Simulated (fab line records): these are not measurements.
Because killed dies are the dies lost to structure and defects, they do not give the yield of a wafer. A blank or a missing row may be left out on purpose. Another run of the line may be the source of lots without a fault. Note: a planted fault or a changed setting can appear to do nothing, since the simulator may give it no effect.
Which tool was responsible? | flow sfq line | 9 lots, 27 wafers sampled, at 4 steps of a route of 325

WHAT EACH GAUGE READ, for each wafer
The record lacks any reading of a measuring or inspecting step that a usual standard deviation could be used to judge.

WHICH TOOL RAN EACH LOT (tool, then ch and the chambers of the sampled wafers, then the start)
lot  | SFQ_TRILAYER_L0_VIA_STRIP_STRIP_017 | SFQ_TRILAYER_I1_VIA_LITHO_EXPOSE_050 | SFQ_TRILAYER_M3_DEP_SPUTTER_073 | SFQ_TRILAYER_R5_DEP_SPUTTER_132
L910 | rie metal-04 ch 0,1, day 7 12:48    | krf scanner-01 ch 0, day 25 17:56    | pvd sputter-06, day 39 06:56    | pvd sputter-06, day 66 16:18
L911 | rie metal-02 ch 0,1, day 7 22:12    | krf scanner-01 ch 0, day 25 19:44    | pvd sputter-05, day 39 10:32    | pvd sputter-04, day 67 03:06
L912 | rie metal-04 ch 0,1, day 8 12:36    | krf scanner-01 ch 0, day 25 23:20    | pvd sputter-04, day 39 12:56    | pvd sputter-04, day 67 15:50
L913 | rie metal-02 ch 0,1, day 8 18:36    | krf scanner-01 ch 0, day 26 04:08    | pvd sputter-05, day 39 16:32    | pvd sputter-06, day 68 01:09
L914 | rie metal-02 ch 0,1, day 9 04:18    | krf scanner-02 ch 0, day 27 06:40    | pvd sputter-06, day 40 14:08    | pvd sputter-04, day 69 02:56
L915 | rie metal-03 ch 0,1, day 9 06:55    | krf scanner-02 ch 0, day 27 21:16    | pvd sputter-05, day 40 20:08    | pvd sputter-03, day 69 05:56
L923 | rie metal-03 ch 0,1, day 12 01:47   | krf scanner-01 ch 0, day 30 19:59    | pvd sputter-06, day 44 03:44    | pvd sputter-06, day 72 17:23
L924 | rie metal-03 ch 0,1, day 12 10:07   | krf scanner-01 ch 0, day 31 05:23    | pvd sputter-06, day 44 16:55    | pvd sputter-04, day 72 20:23
L929 | rie metal-03 ch 0,1, day 13 20:34   | krf scanner-02 ch 0, day 36 23:33    | pvd sputter-06, day 45 12:14    | pvd sputter-03, day 74 05:44
- SFQ_TRILAYER_L0_VIA_STRIP_STRIP_017: strips in O2.
- SFQ_TRILAYER_I1_VIA_LITHO_EXPOSE_050: exposes mask I1, target cd 500 nm.
- SFQ_TRILAYER_M3_DEP_SPUTTER_073: material Nb, target thk 200 nm, time 133.3 s.
- SFQ_TRILAYER_R5_DEP_SPUTTER_132: material Ti, target thk 5 nm, time 5 s.

WHAT THE TOOLS THEMSELVES READ (means of the sampled wafers that have a number; where no wafer has one, the mark that the record gives instead)
SFQ_TRILAYER_L0_VIA_STRIP_STRIP_017.
lot  | tool         | drypump motor current A (A) | oes product au (a.u.)
L910 | rie metal-04 | 5.4                         | 1.013
L911 | rie metal-02 | 6.1                         | 1.011
L912 | rie metal-04 | 5.4                         | 1.018
L913 | rie metal-02 | 5.8                         | 0.999
L914 | rie metal-02 | 6.0                         | 0.994
L915 | rie metal-03 | 5.7                         | 1.015
L923 | rie metal-03 | 5.7                         | 1.021
L924 | rie metal-03 | 5.4                         | 1.003
L929 | rie metal-03 | 5.4                         | 0.992

SFQ_TRILAYER_I1_VIA_LITHO_EXPOSE_050.
lot  | tool           | exposure dose mJ cm2
L910 | krf scanner-01 | 21.276
L911 | krf scanner-01 | 21.283
L912 | krf scanner-01 | 21.322
L913 | krf scanner-01 | 21.316
L914 | krf scanner-02 | 21.286
L915 | krf scanner-02 | 21.318
L923 | krf scanner-01 | 23.341
L924 | krf scanner-01 | 23.340
L929 | krf scanner-02 | 21.325

SFQ_TRILAYER_M3_DEP_SPUTTER_073.
lot  | tool           | resputter cathode voltage v (V) | throttle valve pct (%)
L910 | pvd sputter-06 | 400                             | 29.9
L911 | pvd sputter-05 | 404                             | 31.4
L912 | pvd sputter-04 | 398                             | 30.1
L913 | pvd sputter-05 | 400                             | 30.4
L914 | pvd sputter-06 | 402                             | 30.2
L915 | pvd sputter-05 | 399                             | 30.3
L923 | pvd sputter-06 | 399                             | 30.7
L924 | pvd sputter-06 | 399                             | 30.8
L929 | pvd sputter-06 | 403                             | 30.7

SFQ_TRILAYER_R5_DEP_SPUTTER_132.
lot  | tool           | throttle valve pct (%)
L910 | pvd sputter-06 | 30.2
L911 | pvd sputter-04 | 30.1
L912 | pvd sputter-04 | 30.2
L913 | pvd sputter-06 | 29.9
L914 | pvd sputter-04 | 28.9
L915 | pvd sputter-03 | 30.1
L923 | pvd sputter-06 | 30.3
L924 | pvd sputter-04 | 30.1
L929 | pvd sputter-03 | 29.4

THE ANSWER, worked out from the rows above alone
Rule: usual is defined by the lots themselves. The widest of any qualifying gaps counts: lots, ordered by their means at a reading, are off when they make up no more than a third of the lots, leave a main group of 4 or more, and stand apart from it by 3 or more times the standard deviation of that group's means. Not used: any main group whose means are identical at the precision the tables above print for the reading. A lot without any number at a reading at which 4 lots or more have one is off too. The other lots that the step has rows for count as sound. First the gauges in route order, then the tools' own readings, where a lot's mean is used as printed above. At the first step where some lot is off, the reading lying furthest off is the one used; lots without a number count as furthest.
Off, at SFQ_TRILAYER_I1_VIA_LITHO_EXPOSE_050 on exposure dose mJ cm2: L923, L924. The main group has a mean of 21.304 with a standard deviation of 0.019.
If a tool, at that step or one of the process steps before it, ran each lot that is off and ran no sound lot following the first of them, it fits. One candidate fits, namely krf scanner-01 at SFQ_TRILAYER_I1_VIA_LITHO_EXPOSE_050. Its last sound lot is L913 (day 26 04:08), its first lot that is off L923 (day 30 19:59): a fault that began between those two fits.
The tool's own readings at SFQ_TRILAYER_I1_VIA_LITHO_EXPOSE_050 bear it out: on the lots that are off they differ by more than 5 times the standard deviation of the sound lots' means. exposure dose mJ cm2 reads 23.340 there against 21.304 on the sound lots.

WHAT WAS PUT IN BY THE SIMULATOR
Drift in process parameters on krf scanner-01 at SFQ_TRILAYER_I1_VIA_LITHO_EXPOSE_050, starting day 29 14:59. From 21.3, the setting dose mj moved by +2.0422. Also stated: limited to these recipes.
Struck lots among those shown: L923, L924. The same result came from the rule above.
